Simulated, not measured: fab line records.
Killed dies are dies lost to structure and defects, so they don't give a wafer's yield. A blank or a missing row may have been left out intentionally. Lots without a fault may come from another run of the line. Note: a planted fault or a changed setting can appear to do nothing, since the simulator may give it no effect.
Comparing a struck lot with a sound one	flow gf180mcu	43 steps out of a route of 602
Sound: the wafers L715.2, L715.3, L715.4. Wafers L733.2, L733.3, L733.4 were the ones struck. The cause is named last.
At each step with rows: each side's tool, then ch and its chambers, then its first start. Under that, the readings that differ: sound wafers	struck wafers	difference of the means	sigmas: that difference in standard deviations of wafers without a fault.
alike: readings whose means differ by less than 2 such deviations, and words and numbers that are the same on both sides. not compared: withheld readings, readings that some wafer has no value for, bounds like >300 that may hide the same value, and numbers for which the record gives no deviation and whose values overlap.
The two part at a step that has a row with sigmas, a row that says differs or no value, or rows on one side only. When numbers do not overlap yet have no deviation, they are printed without sigmas and do not part them. Lack of a reading on every wafer of one side parts them only where that side has two or more wafers.

GF_STI_CMP_25: polishes, stops on Si3N4, t overpolish 33 s, target thk 524.6 nm.
  sound on cmp-01 ch 0,2,3, day 2 21:09; struck on cmp-02 ch 0,1,2, day 6 13:17
reading	sound	struck	difference	sigmas
time_to_endpoint_s (s)	130 135 134	113 119 122	-15	-2
  alike: motor_current_A, overpolish_run_s
then, 4 steps without rows for these wafers: GF_STI_WET_ETCH_26 (etches SiO2 in dHF, target depth 94 nm, time 188 s); GF_STI_WET_ETCH_27 (etches Si3N4 in H3PO4, target depth 160 nm, time 1825 s); GF_STI_WET_ETCH_28 (etches SiO2 in dHF, target depth 20 nm, time 40 s); GF_STI_OXIDATION_29 (stabilise 600 s, purge 300 s, target thk 10 nm).
GF_STI_THK_MEAS_30:
  struck on film_metro-02, day 6 15:35; sound on film_metro-01, day 3 03:25
  alike: STI_OXIDATION_02_THK
then, 6 steps without rows for these wafers: GF_DNWELL_DEHYDRATE_00 (time 60 s); GF_DNWELL_HMDS_01 (prime time 60 s); GF_DNWELL_COAT_02 (resist thk 3000 nm); GF_DNWELL_SOFTBAKE_03; GF_DNWELL_EXPOSE_04 (exposes mask DNWELL, target cd 1700 nm); GF_DNWELL_PEB_05.
GF_DNWELL_DEVELOP_06: develop time 60 s.
  sound on litho_track-03 ch 0, day 3 16:00; struck on litho_track-03 ch 0, day 7 07:00
then, 1 step without rows for these wafers: GF_DNWELL_IMPLANT_07.
GF_DNWELL_STRIP_08: strips in O2/N2.
  sound on plasma_asher-02 ch 0,1, day 3 16:43; struck on plasma_asher-03 ch 0,1, day 7 07:34
  alike: drypump_motor_current_A, heater_power_w, oes_product_au, strip_time_to_endpoint_s
  not compared: rf_hours_counter_h
GF_DNWELL_TW_MEAS_09:
  struck on film_metro-02, day 7 07:40; sound on film_metro-02, day 3 16:50
  alike: DNWELL_TW
then, 7 steps without rows for these wafers: GF_NWELL_DEHYDRATE_00 (time 60 s); GF_NWELL_HMDS_01 (prime time 60 s); GF_NWELL_COAT_02 (resist thk 3000 nm); GF_NWELL_SOFTBAKE_03; GF_NWELL_EXPOSE_04 (exposes mask Nwell, target cd 860 nm); GF_NWELL_PEB_05; GF_NWELL_DEVELOP_06 (develop time 60 s).
GF_NWELL_OVL_MEAS_07:
  struck on overlay-02, day 7 23:45; sound on overlay-02, day 4 06:10
  alike: NWELL_OVL
then, 2 steps without rows for these wafers: GF_NWELL_IMPLANT_08; GF_NWELL_IMPLANT_09.
GF_NWELL_STRIP_10: strips in O2/N2.
  sound on plasma_asher-01 ch 0,1, day 4 06:30; struck on plasma_asher-02 ch 0,1, day 8 00:05
  alike: drypump_motor_current_A, heater_power_w, oes_product_au, strip_time_to_endpoint_s
  not compared: rf_hours_counter_h
GF_NWELL_TW_MEAS_11:
  struck on film_metro-04, day 8 00:11; sound on film_metro-04, day 4 06:37
  alike: NWELL_TW
then, 7 steps without rows for these wafers: GF_LVPWELL_DEHYDRATE_00 (time 60 s); GF_LVPWELL_HMDS_01 (prime time 60 s); GF_LVPWELL_COAT_02 (resist thk 3000 nm); GF_LVPWELL_SOFTBAKE_03; GF_LVPWELL_EXPOSE_04 (exposes mask LVPWELL, target cd 600 nm); GF_LVPWELL_PEB_05; GF_LVPWELL_DEVELOP_06 (develop time 60 s).
GF_LVPWELL_OVL_MEAS_07:
  struck on overlay-01, day 8 17:10; sound on overlay-02, day 4 19:58
  alike: LVPWELL_OVL
then, 2 steps without rows for these wafers: GF_LVPWELL_IMPLANT_08; GF_LVPWELL_IMPLANT_09.
GF_LVPWELL_STRIP_10: strips in O2/N2.
  sound on plasma_asher-04 ch 0,1, day 4 20:18; struck on plasma_asher-01 ch 0,1, day 8 17:29
  alike: drypump_motor_current_A, heater_power_w, oes_product_au, strip_time_to_endpoint_s
  not compared: rf_hours_counter_h
GF_LVPWELL_TW_MEAS_11:
  struck on film_metro-04, day 8 17:36; sound on film_metro-04, day 4 20:25
  alike: LVPWELL_TW
then, 2 steps without rows for these wafers: GF_MVSD_DEHYDRATE_00 (time 60 s); GF_MVSD_HMDS_01 (prime time 60 s).
-- the record jumps here: 26 days lie between the struck wafers' starts before and after (it left off in module MVSD and takes up again in module PASSIVATION, whose first step shown is number 602 of the route) --
GF_PASSIVATION_PROBE_99:
  the record has rows for the struck wafers here (prober-01, day 35 00:29) and none for the sound ones

## WHERE THEY PART
First at GF_STI_CMP_25; last, within this record, at GF_PASSIVATION_PROBE_99.

WHY: the cause the simulator had injected
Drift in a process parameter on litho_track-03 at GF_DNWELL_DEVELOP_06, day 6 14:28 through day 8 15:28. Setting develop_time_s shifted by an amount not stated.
